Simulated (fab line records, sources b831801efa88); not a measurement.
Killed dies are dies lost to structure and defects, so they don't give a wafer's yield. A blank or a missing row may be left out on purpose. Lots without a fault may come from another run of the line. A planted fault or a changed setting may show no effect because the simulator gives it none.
fab line records | flow gf180mcu
record lots=5 wafers=15 last_day=34
route steps=602 shown DNWELL@40 NWELL@42 LVPWELL@54 MVSD@66 MVPSD@78
lots that met no fault: from a run of the same line without faults
start_h: hours from the record's first day to the start of the lot's first wafer shown | wait_h: hours since the lot's step before | " the same as in the row above | L1.1+2: a row that stands for several wafers | - no value, or no start given | * or withheld: withheld | < > ~ a bound
route shown NAME@n: a module of which the file shows steps, and the number in the route of the first | usual: mean/standard deviation of fault-free wafers | same: alike in all rows | chamber/n: place in a boat | sites: the reading at each site | _std_site: their standard deviation | _edge_site: outer sites' mean less inner sites' | radius_mm: how far each site lies from the wafer's centre | mask NAME#n: copy n | behind: the tool/chamber that last shaped the wafer | hold: why the lot was held/for how many hours/how that ended | device: the transistor (n, p or np) that didn't switch | end of line: the same wafers' tests at the end of the route | a step without rows: its recipe alone | killed: dies lost to structure and defects at the first sort, not the wafer's yield | map: a wafer's dies, x killed, . not, _ none there
set.NAME: the setting as run; set.NAME@STEP: as run at that earlier step | model.NAME: the simulator's own value behind a step, which no gauge read
lots at some steps of the route; a table a step, a row a wafer
services: from which hour (start_h, from the record's first day; less than 0 if before it) a tool's chamber was out of use, for how many hours, and why
## steps
# step GF_DNWELL_STRIP_08
# recipe chemistry=O2/N2 power_w=1400 pressure_mtorr=1500 platen_temp_c=250 o2_flow_sccm=3000 n2_flow_sccm=300 overash_fraction=0.5
# usual drypump_motor_current_A=5.6/0.42 heater_power_w=363/26 n2_flow_sccm=300.2/0.89 oes_product_au=0.722/0.0049 strip_time_to_endpoint_s=36.98/0.11
# columns lot.wafer tool chamber start_h wait_h drypump_motor_current_A heater_power_w n2_flow_sccm oes_product_au rf_hours_counter_h strip_time_to_endpoint_s
L075.2 plasma_asher-03 1 50.30 0.1 6.3 352 299.9 0.722 24 36.94
L075.3 " 1 " " 6.3 358 299.8 0.716 - 36.97
L075.4 " 0 " " 5.5 365 298.4 0.731 - 36.97
L078.4 plasma_asher-03 0 67.09 0.1 5.5 358 299.6 0.724 - 36.97
L078.5 " 1 " " 6.3 346 300.4 0.716 - 36.99
L078.6 " 0 " " 5.5 367 300.9 0.726 - 37.10
L080.1 plasma_asher-01 0 73.55 0.1 5.6 326 300.8 0.721 43 36.95
L080.5 " 0 " " 5.6 337 300.9 0.716 - 36.94
L080.6 " 1 " " 5.1 398 302.8 0.717 - 36.93
L081.2 plasma_asher-03 0 79.94 0.1 5.5 354 301.0 0.715 27 37.14
L081.3 " 0 " " 5.5 361 300.6 0.728 - 37.17
L081.4 " 1 " " 6.3 357 300.8 0.720 - 37.31
L095.1 plasma_asher-01 1 153.75 0.1 5.1 414 300.7 0.718 3 36.93
L095.5 " 0 " " 5.6 330 300.9 0.720 - 36.88
L095.6 " 1 " " 5.1 416 300.3 0.726 - 37.06
# step GF_DNWELL_TW_MEAS_09
# usual DNWELL_TW=1353/12
# columns lot.wafer tool chamber start_h wait_h DNWELL_TW
L075.2 film_metro-02 - 50.41 0.1 1342
L075.3 " - " " 1343
L075.4 " - " " 1348
L078.4 film_metro-04 - 67.18 0.1 1352
L078.5 " - " " 1354
L078.6 " - " " 1354
L080.1 film_metro-02 - 73.65 0.1 1341
L080.5 " - " " 1347
L080.6 " - " " 1338
L081.2 film_metro-02 - 80.05 0.1 1340
L081.3 " - " " 1332
L081.4 " - " " 1338
L095.1 film_metro-04 - 153.85 0.1 1350
L095.5 " - " " 1342
L095.6 " - " " 1347
# step GF_NWELL_DEHYDRATE_00
# recipe temp_c=200 time_s=60
# columns lot.wafer tool chamber start_h wait_h
L075.2+3+4 litho_track-04 0 56.07 5.7
L078.4+5+6 litho_track-02 0 73.48 6.3
L080.1+5+6 litho_track-04 0 79.80 6.1
L081.2+3+4 litho_track-04 0 86.47 6.4
L095.1+5+6 litho_track-01 0 161.30 7.4
# step GF_NWELL_HMDS_01
# recipe prime_time_s=60 prime_temp_c=120
# columns lot.wafer tool chamber start_h wait_h
L075.2+3+4 litho_track-04 0 56.22 0.1
L078.4+5+6 litho_track-02 0 73.63 0.1
L080.1+5+6 litho_track-04 0 79.95 0.1
L081.2+3+4 litho_track-04 0 86.62 0.1
L095.1+5+6 litho_track-01 0 161.45 0.1
# step GF_NWELL_COAT_02
# recipe spin_rpm=2000 resist_thk_nm=3000
# columns lot.wafer tool chamber start_h wait_h
L075.2+3+4 litho_track-04 0 56.37 0.1
L078.4+5+6 litho_track-02 0 73.78 0.1
L080.1+5+6 litho_track-04 0 80.10 0.1
L081.2+3+4 litho_track-04 0 86.77 0.1
L095.1+5+6 litho_track-01 0 161.60 0.1
# step GF_NWELL_SOFTBAKE_03
# recipe temp_c=110 time_s=withheld
# columns lot.wafer tool chamber start_h wait_h
L075.2+3+4 litho_track-04 0 56.53 0.1
L078.4+5+6 litho_track-02 0 73.95 0.1
L080.1+5+6 litho_track-04 0 80.25 0.1
L081.2+3+4 litho_track-04 0 86.93 0.1
L095.1+5+6 litho_track-01 0 161.75 0.1
# step GF_NWELL_EXPOSE_04
# recipe mask_id=Nwell target_cd_nm=860 na=0.6 source_shape=conventional sigma_outer=0.6 dose_mj=260
# columns lot.wafer tool chamber start_h wait_h mask
L075.2+3+4 iline_stepper-02 0 - - Nwell#0
L078.4+5+6 iline_stepper-02 0 - - Nwell#0
L080.1+5+6 iline_stepper-02 0 - - Nwell#0
L081.2+3+4 iline_stepper-02 0 - - Nwell#0
L095.1+5+6 iline_stepper-02 0 - - Nwell#0
# step GF_NWELL_PEB_05
# recipe temp_c=115 time_s=withheld
# columns lot.wafer tool chamber start_h wait_h
L075.2+3+4 litho_track-01 0 - -
L078.4+5+6 litho_track-04 0 - -
L080.1+5+6 litho_track-04 0 - -
L081.2+3+4 litho_track-04 0 - -
L095.1+5+6 litho_track-01 0 - -
# step GF_NWELL_DEVELOP_06
# recipe wall_angle_deg=90 develop_time_s=60 dev_temp_c=23
# columns lot.wafer tool chamber start_h wait_h
L075.2+3+4 litho_track-01 0 - -
L078.4+5+6 litho_track-04 0 - -
L080.1+5+6 litho_track-04 0 - -
L081.2+3+4 litho_track-04 0 - -
L095.1+5+6 litho_track-01 0 - -
# step GF_NWELL_OVL_MEAS_07
# usual NWELL_OVL=1.3/1.4
# columns lot.wafer tool chamber start_h wait_h NWELL_OVL[nm]
L075.2 overlay-01 - 63.11 - -0.5
L075.3 " - " " -0.9
L075.4 " - " " 0.4
L078.4 overlay-01 - 80.82 - 1.9
L078.5 " - " " 0.7
L078.6 " - " " 1.7
L080.1 overlay-02 - 87.45 - 3.0
L080.5 " - " " 4.2
L080.6 " - " " 2.2
L081.2 overlay-01 - 94.05 - 1.6
L081.3 " - " " -0.6
L081.4 " - " " -0.1
L095.1 overlay-01 - 169.35 - 3.5
L095.5 " - " " 2.6
L095.6 " - " " 2.0
# step GF_NWELL_IMPLANT_08
# recipe species=P energy_kev=450 dose_cm2=1.5e+13 tilt_deg=0
# columns lot.wafer tool chamber start_h wait_h
L075.2+3+4 implanter-01 0 63.17 0.0
L078.4+5+6 implanter-02 0 80.91 0.1
L080.1+5+6 implanter-04 0 87.48 0.0
L081.2+3+4 implanter-04 0 94.11 0.0
L095.1+5+6 implanter-04 0 169.39 0.0
# step GF_NWELL_IMPLANT_09
# recipe species=P energy_kev=160 dose_cm2=4e+12 tilt_deg=0
# columns lot.wafer tool chamber start_h wait_h
L075.2+3+4 implanter-01 0 63.32 0.1
L078.4+5+6 implanter-02 0 81.06 0.1
L080.1+5+6 implanter-04 0 87.63 0.1
L081.2+3+4 implanter-04 0 94.26 0.1
L095.1+5+6 implanter-04 0 169.54 0.1
# step GF_NWELL_STRIP_10
# recipe chemistry=O2/N2 power_w=1400 pressure_mtorr=1500 platen_temp_c=250 o2_flow_sccm=2897 n2_flow_sccm=300 overash_fraction=0.5
# usual drypump_motor_current_A=5.68/0.26 heater_power_w=342/38 n2_flow_sccm=299.9/0.86 oes_product_au=0.721/0.0045 strip_time_to_endpoint_s=37.06/0.11
# columns lot.wafer tool chamber start_h wait_h drypump_motor_current_A heater_power_w n2_flow_sccm oes_product_au rf_hours_counter_h strip_time_to_endpoint_s
L075.2 plasma_asher-04 1 63.44 0.1 5.91 358 300.5 0.722 40 37.19
L075.3 " 0 " " 5.48 367 299.5 0.730 - 37.06
L075.4 " 1 " " 5.94 366 299.0 0.716 - 37.15
L078.4 plasma_asher-03 0 81.17 0.1 5.46 368 300.9 0.713 - 36.86
L078.5 " 1 " " 6.31 362 300.6 0.718 - 36.88
L078.6 " 0 " " 5.48 366 300.4 0.719 - 36.88
L080.1 plasma_asher-04 1 87.78 0.1 5.93 367 300.9 0.725 42 37.20
L080.5 " 1 " " 5.91 363 300.2 0.723 - 37.21
L080.6 " 0 " " 5.45 353 300.3 0.720 - 37.28
L081.2 plasma_asher-04 0 94.38 0.1 5.45 362 300.1 0.716 43 37.10
L081.3 " 1 " " 5.92 374 299.6 0.724 - 36.96
L081.4 " 0 " " 5.45 349 300.5 0.718 - 37.07
L095.1 plasma_asher-04 1 169.69 0.1 5.93 374 299.9 0.722 51 36.98
L095.5 " 0 " " 5.48 352 300.0 0.715 - 37.02
L095.6 " 1 " " 5.91 364 299.0 0.722 - 37.04
# step GF_NWELL_TW_MEAS_11
# usual NWELL_TW=1575/12
# columns lot.wafer tool chamber start_h wait_h NWELL_TW
L075.2 film_metro-01 - 63.55 0.1 1573
L075.3 " - " " 1579
L075.4 " - " " 1588
L078.4 film_metro-03 - 81.26 0.1 1570
L078.5 " - " " 1573
L078.6 " - " " 1569
L080.1 film_metro-02 - 87.88 0.1 1556
L080.5 " - " " 1557
L080.6 " - " " 1564
L081.2 film_metro-02 - 94.49 0.1 1564
L081.3 " - " " 1565
L081.4 " - " " 1563
L095.1 film_metro-02 - 169.79 0.1 1561
L095.5 " - " " 1574
L095.6 " - " " 1563
# step GF_LVPWELL_DEHYDRATE_00
# recipe temp_c=200 time_s=60
# columns lot.wafer tool chamber start_h wait_h
L075.2+3+4 litho_track-01 0 69.58 6.0
L078.4+5+6 litho_track-04 0 87.82 6.5
L080.1+5+6 litho_track-04 0 94.05 6.2
L081.2+3+4 litho_track-03 0 100.31 5.8
L095.1+5+6 litho_track-04 0 177.55 7.7
# step GF_LVPWELL_HMDS_01
# recipe prime_time_s=60 prime_temp_c=120
# columns lot.wafer tool chamber start_h wait_h
L075.2+3+4 litho_track-01 0 69.73 0.1
L078.4+5+6 litho_track-04 0 87.97 0.1
L080.1+5+6 litho_track-04 0 94.20 0.1
L081.2+3+4 litho_track-03 0 100.46 0.1
L095.1+5+6 litho_track-04 0 177.70 0.1
# step GF_LVPWELL_COAT_02
# recipe spin_rpm=2000 resist_thk_nm=3000
# columns lot.wafer tool chamber start_h wait_h
L075.2+3+4 litho_track-01 0 69.88 0.1
L078.4+5+6 litho_track-04 0 88.12 0.1
L080.1+5+6 litho_track-04 0 94.35 0.1
L081.2+3+4 litho_track-03 0 100.61 0.1
L095.1+5+6 litho_track-04 0 177.85 0.1
# step GF_LVPWELL_SOFTBAKE_03
# recipe temp_c=110 time_s=withheld
# columns lot.wafer tool chamber start_h wait_h
L075.2+3+4 litho_track-01 0 70.04 0.1
L078.4+5+6 litho_track-04 0 88.30 0.1
L080.1+5+6 litho_track-04 0 94.50 0.1
L081.2+3+4 litho_track-03 0 100.77 0.1
L095.1+5+6 litho_track-04 0 178.00 0.1
# step GF_LVPWELL_EXPOSE_04
# recipe mask_id=LVPWELL target_cd_nm=600 na=0.6 source_shape=conventional sigma_outer=0.6 dose_mj=260
# columns lot.wafer tool chamber start_h wait_h mask
L075.2+3+4 iline_stepper-02 0 - - LVPWELL#0
L078.4+5+6 iline_stepper-01 0 - - LVPWELL#0
L080.1+5+6 iline_stepper-01 0 - - LVPWELL#0
L081.2+3+4 iline_stepper-01 0 - - LVPWELL#0
L095.1+5+6 iline_stepper-02 0 - - LVPWELL#0
# step GF_LVPWELL_PEB_05
# recipe temp_c=115 time_s=withheld
# columns lot.wafer tool chamber start_h wait_h
L075.2+3+4 litho_track-03 0 - -
L078.4+5+6 litho_track-03 0 - -
L080.1+5+6 litho_track-01 0 - -
L081.2+3+4 litho_track-03 0 - -
L095.1+5+6 litho_track-03 0 - -
# step GF_LVPWELL_DEVELOP_06
# recipe wall_angle_deg=90 develop_time_s=60 dev_temp_c=23
# columns lot.wafer tool chamber start_h wait_h
L075.2+3+4 litho_track-03 0 - -
L078.4+5+6 litho_track-03 0 - -
L080.1+5+6 litho_track-01 0 - -
L081.2+3+4 litho_track-03 0 - -
L095.1+5+6 litho_track-03 0 - -
# step GF_LVPWELL_OVL_MEAS_07
# usual LVPWELL_OVL=1.1/1.5
# columns lot.wafer tool chamber start_h wait_h LVPWELL_OVL[nm]
L075.2 overlay-01 - 76.94 - 2.1
L075.3 " - " " 2.5
L075.4 " - " " 3.2
L078.4 overlay-02 - 95.05 - -0.4
L078.5 " - " " -1.3
L078.6 " - " " -1.0
L080.1 overlay-01 - 101.21 - 1.9
L080.5 " - " " 3.0
L080.6 " - " " 0.2
L081.2 overlay-01 - 107.69 - 1.1
L081.3 " - " " -0.2
L081.4 " - " " 0.2
L095.1 overlay-01 - 185.98 - 3.3
L095.5 " - " " 0.2
L095.6 " - " " 1.3
# step GF_LVPWELL_IMPLANT_08
# recipe species=B energy_kev=170 dose_cm2=1.5e+13 tilt_deg=0
# columns lot.wafer tool chamber start_h wait_h
L075.2+3+4 implanter-01 0 77.00 0.0
L078.4+5+6 implanter-01 0 95.15 0.1
L080.1+5+6 implanter-01 0 101.24 0.0
L081.2+3+4 implanter-03 0 107.75 0.0
L095.1+5+6 implanter-03 0 186.02 0.0
# step GF_LVPWELL_IMPLANT_09
# recipe species=B energy_kev=60 dose_cm2=5e+12 tilt_deg=0
# columns lot.wafer tool chamber start_h wait_h
L075.2+3+4 implanter-01 0 77.15 0.1
L078.4+5+6 implanter-01 0 95.30 0.1
L080.1+5+6 implanter-01 0 101.39 0.1
L081.2+3+4 implanter-03 0 107.90 0.1
L095.1+5+6 implanter-03 0 186.17 0.1
# step GF_LVPWELL_STRIP_10
# recipe chemistry=O2/N2 power_w=1400 pressure_mtorr=1500 platen_temp_c=250 o2_flow_sccm=3000 n2_flow_sccm=300 overash_fraction=0.5
# usual drypump_motor_current_A=5.51/0.26 heater_power_w=350/45 n2_flow_sccm=300.2/1 oes_product_au=0.723/0.0049 strip_time_to_endpoint_s=36.98/0.1
# columns lot.wafer tool chamber start_h wait_h drypump_motor_current_A heater_power_w n2_flow_sccm oes_product_au rf_hours_counter_h strip_time_to_endpoint_s
L075.2 plasma_asher-01 0 77.27 0.1 5.58 328 300.4 0.722 43 36.90
L075.3 " 0 " " 5.61 326 299.0 0.718 - 36.90
L075.4 " 1 " " 5.08 403 299.8 0.716 - 36.94
L078.4 plasma_asher-01 1 95.41 0.1 5.08 395 300.4 0.717 - 37.06
L078.5 " 1 " " 5.08 392 300.3 0.718 - 37.01
L078.6 " 0 " " 5.57 332 300.6 0.723 - 37.00
L080.1 plasma_asher-04 0 101.54 0.1 5.47 366 298.8 0.720 44 36.96
L080.5 " 0 " " 5.47 360 298.9 0.728 - 36.95
L080.6 " 1 " " 5.94 376 300.8 0.736 - 36.94
L081.2 plasma_asher-02 0 108.02 0.1 5.62 354 299.0 0.720 44 36.91
L081.3 " 1 " " 5.55 259 298.9 0.721 - 37.09
L081.4 " 0 " " 5.60 357 300.2 0.719 - 37.09
L095.1 plasma_asher-01 1 186.32 0.1 5.11 412 298.6 0.725 7 36.82
L095.5 " 1 " " 5.11 415 299.7 0.727 - 36.81
L095.6 " 0 " " 5.59 332 300.6 0.731 - 36.88
# step GF_LVPWELL_TW_MEAS_11
# usual LVPWELL_TW=562/5.8
# columns lot.wafer tool chamber start_h wait_h LVPWELL_TW
L075.2 film_metro-03 - 77.38 0.1 557
L075.3 " - " " 559
L075.4 " - " " 559
L078.4 film_metro-02 - 95.50 0.1 555
L078.5 " - " " 560
L078.6 " - " " 558
L080.1 film_metro-03 - 101.64 0.1 565
L080.5 " - " " 565
L080.6 " - " " 565
L081.2 film_metro-03 - 108.13 0.1 566
L081.3 " - " " 566
L081.4 " - " " 566
L095.1 film_metro-03 - 186.42 0.1 567
L095.5 " - " " 567
L095.6 " - " " 566
# step GF_MVSD_DEHYDRATE_00
# recipe temp_c=200 time_s=60
# columns lot.wafer tool chamber start_h wait_h
L075.2+3+4 litho_track-04 0 83.32 5.9
L078.4+5+6 litho_track-02 0 101.58 6.1
L080.1+5+6 litho_track-04 0 107.80 6.1
L081.2+3+4 litho_track-02 0 114.18 6.0
L095.1+5+6 litho_track-03 0 194.43 8.0
# step GF_MVSD_HMDS_01
# recipe prime_time_s=60 prime_temp_c=120
# columns lot.wafer tool chamber start_h wait_h
L075.2+3+4 litho_track-04 0 83.47 0.1
L078.4+5+6 litho_track-02 0 101.73 0.1
L080.1+5+6 litho_track-04 0 107.95 0.1
L081.2+3+4 litho_track-02 0 114.33 0.1
L095.1+5+6 litho_track-03 0 194.58 0.1
# step GF_MVSD_COAT_02
# recipe spin_rpm=2000 resist_thk_nm=3000
# columns lot.wafer tool chamber start_h wait_h
L075.2+3+4 litho_track-04 0 83.62 0.1
L078.4+5+6 litho_track-02 0 101.88 0.1
L080.1+5+6 litho_track-04 0 108.10 0.1
L081.2+3+4 litho_track-02 0 114.48 0.1
L095.1+5+6 litho_track-03 0 194.73 0.1
# step GF_MVSD_SOFTBAKE_03
# recipe temp_c=110 time_s=withheld
# columns lot.wafer tool chamber start_h wait_h
L075.2+3+4 litho_track-04 0 83.78 0.1
L078.4+5+6 litho_track-02 0 102.05 0.1
L080.1+5+6 litho_track-04 0 108.25 0.1
L081.2+3+4 litho_track-02 0 114.64 0.1
L095.1+5+6 litho_track-03 0 194.88 0.1
# step GF_MVSD_EXPOSE_04
# recipe mask_id=MVSD target_cd_nm=1000 na=0.6 source_shape=conventional sigma_outer=0.6 dose_mj=260
# columns lot.wafer tool chamber start_h wait_h mask
L075.2+3+4 iline_stepper-02 0 - - MVSD#0
L078.4+5+6 iline_stepper-02 0 - - MVSD#0
L080.1+5+6 iline_stepper-01 0 - - MVSD#0
L081.2+3+4 iline_stepper-01 0 - - MVSD#0
L095.1+5+6 iline_stepper-01 0 - - MVSD#0
# step GF_MVSD_PEB_05
# recipe temp_c=115 time_s=withheld
# columns lot.wafer tool chamber start_h wait_h
L075.2+3+4 litho_track-02 0 - -
L078.4+5+6 litho_track-03 0 - -
L080.1+5+6 litho_track-04 0 - -
L081.2+3+4 litho_track-02 0 - -
L095.1+5+6 litho_track-02 0 - -
# step GF_MVSD_DEVELOP_06
# recipe wall_angle_deg=90 develop_time_s=60 dev_temp_c=23.51
# columns lot.wafer tool chamber start_h wait_h
L075.2+3+4 litho_track-02 0 - -
L078.4+5+6 litho_track-03 0 - -
L080.1+5+6 litho_track-04 0 - -
L081.2+3+4 litho_track-02 0 - -
L095.1+5+6 litho_track-02 0 - -
# step GF_MVSD_OVL_MEAS_07
# usual MVSD_OVL=0.0/1.3
# columns lot.wafer tool chamber start_h wait_h MVSD_OVL[nm]
L075.2 overlay-01 - 90.71 - -1.0
L075.3 " - " " -1.4
L075.4 " - " " -0.2
L078.4 overlay-01 - 108.75 - 0.0
L078.5 " - " " 3.0
L078.6 " - " " 1.9
L080.1 overlay-02 - 114.65 - 0.6
L080.5 " - " " 1.0
L080.6 " - " " -0.4
L081.2 overlay-01 - 121.86 - 1.8
L081.3 " - " " 1.2
L081.4 " - " " 1.1
L095.1 overlay-01 - 203.65 - 2.6
L095.5 " - " " 0.0
L095.6 " - " " 0.1
# step GF_MVSD_IMPLANT_08
# recipe species=P energy_kev=400 dose_cm2=1.6e+13 tilt_deg=0
# columns lot.wafer tool chamber start_h wait_h
L075.2+3+4 implanter-03 0 90.76 0.0
L078.4+5+6 implanter-04 0 108.85 0.1
L080.1+5+6 implanter-04 0 114.68 0.0
L081.2+3+4 implanter-03 0 121.91 0.0
L095.1+5+6 implanter-04 0 203.69 0.0
# step GF_MVSD_IMPLANT_09
# recipe species=P energy_kev=100 dose_cm2=5e+12 tilt_deg=0
# columns lot.wafer tool chamber start_h wait_h
L075.2+3+4 implanter-03 0 90.91 0.1
L078.4+5+6 implanter-04 0 109.00 0.1
L080.1+5+6 implanter-04 0 114.83 0.1
L081.2+3+4 implanter-03 0 122.06 0.1
L095.1+5+6 implanter-04 0 203.84 0.1
# step GF_MVSD_STRIP_10
# recipe chemistry=O2/N2 power_w=1400 pressure_mtorr=1500 platen_temp_c=250 o2_flow_sccm=3000 n2_flow_sccm=300 overash_fraction=0.5
# usual drypump_motor_current_A=5.6/0.39 heater_power_w=346/41 n2_flow_sccm=300.1/0.85 oes_product_au=0.722/0.0043 strip_time_to_endpoint_s=36.96/0.11
# columns lot.wafer tool chamber start_h wait_h drypump_motor_current_A heater_power_w n2_flow_sccm oes_product_au rf_hours_counter_h strip_time_to_endpoint_s
L075.2 plasma_asher-02 1 91.04 0.1 5.5 268 299.6 0.720 42 36.88
L075.3 " 0 " " 5.6 358 300.3 0.725 - 36.93
L075.4 " 1 " " 5.5 261 300.4 0.712 - 36.94
L078.4 plasma_asher-03 1 109.11 0.1 6.3 345 299.2 0.723 - 36.92
L078.5 " 1 " " 6.3 351 300.9 0.716 - 36.94
L078.6 " 0 " " 5.5 357 298.7 0.725 - 36.81
L080.1 plasma_asher-02 0 114.98 0.1 5.6 360 301.2 0.714 45 37.10
L080.5 " 0 " " 5.6 350 299.8 0.727 - 37.10
L080.6 " 1 " " 5.5 265 298.1 0.726 - 37.07
L081.2 plasma_asher-02 1 122.19 0.1 5.5 262 299.4 0.724 45 36.92
L081.3 " 1 " " 5.6 260 300.6 0.730 - 36.88
L081.4 " 0 " " 5.6 358 301.5 0.715 - 36.90
L095.1 plasma_asher-03 0 203.99 0.1 5.5 362 299.9 0.722 40 36.82
L095.5 " 1 " " 6.3 345 300.9 0.716 - 36.86
L095.6 " 0 " " 5.5 355 300.6 0.729 - 36.87
# step GF_MVSD_TW_MEAS_11
# usual MVSD_TW=1584/13
# columns lot.wafer tool chamber start_h wait_h MVSD_TW
L075.2 film_metro-03 - 91.15 0.1 1572
L075.3 " - " " 1570
L075.4 " - " " 1578
L078.4 film_metro-03 - 109.20 0.1 1595
L078.5 " - " " 1593
L078.6 " - " " 1597
L080.1 film_metro-03 - 115.08 0.1 1586
L080.5 " - " " 1596
L080.6 " - " " 1589
L081.2 film_metro-01 - 122.30 0.1 1600
L081.3 " - " " 1593
L081.4 " - " " 1590
L095.1 film_metro-03 - 204.09 0.1 1596
L095.5 " - " " 1595
L095.6 " - " " 1596
# step GF_MVPSD_DEHYDRATE_00
# recipe temp_c=200 time_s=60
# columns lot.wafer tool chamber start_h wait_h
L075.2+3+4 litho_track-02 0 97.18 6.0
L078.4+5+6 litho_track-02 0 115.53 6.3
L080.1+5+6 litho_track-02 0 121.85 6.8
L081.2+3+4 litho_track-03 0 128.66 6.4
L095.1+5+6 litho_track-03 0 211.58 7.5
# step GF_MVPSD_HMDS_01
# recipe prime_time_s=60 prime_temp_c=120
# columns lot.wafer tool chamber start_h wait_h
L075.2+3+4 litho_track-02 0 97.33 0.1
L078.4+5+6 litho_track-02 0 115.68 0.1
L080.1+5+6 litho_track-02 0 122.00 0.1
L081.2+3+4 litho_track-03 0 128.81 0.1
L095.1+5+6 litho_track-03 0 211.73 0.1
# step GF_MVPSD_COAT_02
# recipe spin_rpm=2000 resist_thk_nm=3000
# columns lot.wafer tool chamber start_h wait_h
L075.2+3+4 litho_track-02 0 97.48 0.1
L078.4+5+6 litho_track-02 0 115.83 0.1
L080.1+5+6 litho_track-02 0 122.15 0.1
L081.2+3+4 litho_track-03 0 128.96 0.1
L095.1+5+6 litho_track-03 0 211.88 0.1
# step GF_MVPSD_SOFTBAKE_03
# recipe temp_c=110 time_s=withheld
# columns lot.wafer tool chamber start_h wait_h
L075.2+3+4 litho_track-02 0 97.64 0.1
L078.4+5+6 litho_track-02 0 116.00 0.1
L080.1+5+6 litho_track-02 0 122.30 0.1
L081.2+3+4 litho_track-03 0 129.12 0.1
L095.1+5+6 litho_track-03 0 212.03 0.1
# step GF_MVPSD_EXPOSE_04
# recipe mask_id=MVPSD target_cd_nm=1000 na=0.6 source_shape=conventional sigma_outer=0.6 dose_mj=260
# columns lot.wafer tool chamber start_h wait_h mask
L075.2+3+4 iline_stepper-01 0 - - MVPSD#0
L078.4+5+6 iline_stepper-02 0 - - MVPSD#0
L080.1+5+6 iline_stepper-01 0 - - MVPSD#0
L081.2+3+4 iline_stepper-01 0 - - MVPSD#0
L095.1+5+6 iline_stepper-02 0 - - MVPSD#0
# step GF_MVPSD_PEB_05
# recipe temp_c=115 time_s=withheld
# columns lot.wafer tool chamber start_h wait_h
L075.2+3+4 litho_track-02 0 - -
L078.4+5+6 litho_track-03 0 - -
L080.1+5+6 litho_track-03 0 - -
L081.2+3+4 litho_track-02 0 - -
L095.1+5+6 litho_track-02 0 - -
# step GF_MVPSD_DEVELOP_06
# recipe wall_angle_deg=90 develop_time_s=60 dev_temp_c=23
# columns lot.wafer tool chamber start_h wait_h
L075.2+3+4 litho_track-02 0 - -
L078.4+5+6 litho_track-03 0 - -
L080.1+5+6 litho_track-03 0 - -
L081.2+3+4 litho_track-02 0 - -
L095.1+5+6 litho_track-02 0 - -
# step GF_MVPSD_OVL_MEAS_07
# usual MVPSD_OVL=0.9/1.3
# columns lot.wafer tool chamber start_h wait_h MVPSD_OVL[nm]
L075.2 overlay-02 - 104.06 - 0.5
L075.3 " - " " 0.1
L075.4 " - " " 1.6
L078.4 overlay-02 - 123.40 - 0.1
L078.5 " - " " 1.2
L078.6 " - " " 1.0
L080.1 overlay-02 - 129.64 - -0.1
L080.5 " - " " 0.9
L080.6 " - " " 0.3
L081.2 overlay-02 - 136.76 - -0.1
L081.3 " - " " 0.8
L081.4 " - " " 0.4
L095.1 overlay-01 - 220.35 - 1.2
L095.5 " - " " 2.1
L095.6 " - " " 1.9
# step GF_MVPSD_IMPLANT_08
# recipe species=B energy_kev=170 dose_cm2=1.5e+13 tilt_deg=0
# columns lot.wafer tool chamber start_h wait_h
L075.2+3+4 implanter-01 0 104.11 0.0
L078.4+5+6 implanter-03 0 123.50 0.1
L080.1+5+6 implanter-04 0 129.67 0.0
L081.2+3+4 implanter-03 0 136.81 0.0
L095.1+5+6 implanter-04 0 220.39 0.0
# step GF_MVPSD_IMPLANT_09
# recipe species=B energy_kev=40 dose_cm2=5e+12 tilt_deg=0
# columns lot.wafer tool chamber start_h wait_h
L075.2+3+4 implanter-01 0 104.26 0.1
L078.4+5+6 implanter-03 0 123.65 0.1
L080.1+5+6 implanter-04 0 129.82 0.1
L081.2+3+4 implanter-03 0 136.96 0.1
L095.1+5+6 implanter-04 0 220.54 0.1
# step GF_MVPSD_STRIP_10
# recipe chemistry=O2/N2 power_w=1400 pressure_mtorr=1500 platen_temp_c=250 o2_flow_sccm=3000 n2_flow_sccm=300 overash_fraction=0.5
# usual drypump_motor_current_A=5.7/0.38 heater_power_w=363/23 n2_flow_sccm=299.9/0.8 oes_product_au=0.722/0.0051 strip_time_to_endpoint_s=36.95/0.082
# columns lot.wafer tool chamber start_h wait_h drypump_motor_current_A heater_power_w n2_flow_sccm oes_product_au rf_hours_counter_h strip_time_to_endpoint_s
L075.2 plasma_asher-01 1 104.39 0.1 5.1 392 299.9 0.722 46 36.91
L075.3 " 1 " " 5.1 396 300.1 0.731 - 36.87
L075.4 " 0 " " 5.6 334 300.5 0.711 - 36.93
L078.4 plasma_asher-04 0 123.76 0.1 5.5 356 299.1 0.724 - 36.79
L078.5 " 0 " " 5.5 353 300.7 0.729 - 36.92
L078.6 " 1 " " 5.9 372 299.4 0.720 - 36.85
L080.1 plasma_asher-04 1 129.97 0.1 5.9 378 300.1 0.725 47 36.96
L080.5 " 1 " " 5.9 365 300.0 0.722 - 36.99
L080.6 " 0 " " 5.4 360 298.5 0.726 - 36.96
L081.2 plasma_asher-04 1 137.09 0.1 6.0 373 299.8 0.723 48 36.99
L081.3 " 1 " " 5.9 365 299.7 0.714 - 36.96
L081.4 " 0 " " 5.4 368 299.9 0.719 - 36.97
L095.1 plasma_asher-04 1 220.69 0.1 5.9 370 299.8 0.730 56 36.87
L095.5 " 1 " " 5.9 372 300.3 0.713 - 36.82
L095.6 " 0 " " 5.4 358 300.7 0.725 - 36.90
# step GF_MVPSD_TW_MEAS_11
# usual MVPSD_TW=556/5.9
# columns lot.wafer tool chamber start_h wait_h MVPSD_TW
L075.2 film_metro-03 - 104.50 0.1 556
L075.3 " - " " 561
L075.4 " - " " 557
L078.4 film_metro-03 - 123.85 0.1 558
L078.5 " - " " 558
L078.6 " - " " 560
L080.1 film_metro-03 - 130.07 0.1 559
L080.5 " - " " 562
L080.6 " - " " 562
L081.2 film_metro-03 - 137.20 0.1 565
L081.3 " - " " 561
L081.4 " - " " 563
L095.1 film_metro-01 - 220.79 0.1 558
L095.5 " - " " 562
L095.6 " - " " 559
## services
# columns tool chamber start_h hours kind
implanter-04 - 29.29 2.0 pm
iline_stepper-02 - 35.39 1.7 pm
implanter-01 - 35.71 4.1 pm
implanter-04 - 46.22 18.8 pm
plasma_asher-02 - 51.71 2.8 pm
plasma_asher-03 - 54.58 7.4 repair
iline_stepper-02 0 72.76 - calibration
plasma_asher-04 - 76.72 3.8 repair
implanter-02 - 88.53 3.1 repair
iline_stepper-02 - 103.33 11.0 repair
plasma_asher-01 - 108.77 9.0 pm
plasma_asher-01 0 108.77 9.0 vent_cycle
plasma_asher-01 1 108.77 9.0 vent_cycle
plasma_asher-01 0 117.77 - clean
plasma_asher-01 - 123.03 3.6 repair
iline_stepper-02 - 124.06 1.4 repair
implanter-02 - 150.90 3.8 pm
iline_stepper-01 - 153.27 11.3 repair
implanter-03 - 162.29 0.7 repair
iline_stepper-02 - 168.38 2.1 pm
iline_stepper-02 - 170.46 - consumable_replace:lamp
iline_stepper-01 0 189.84 - calibration
implanter-04 - 207.21 4.0 pm
iline_stepper-01 - 216.40 1.7 pm
## key
fault none
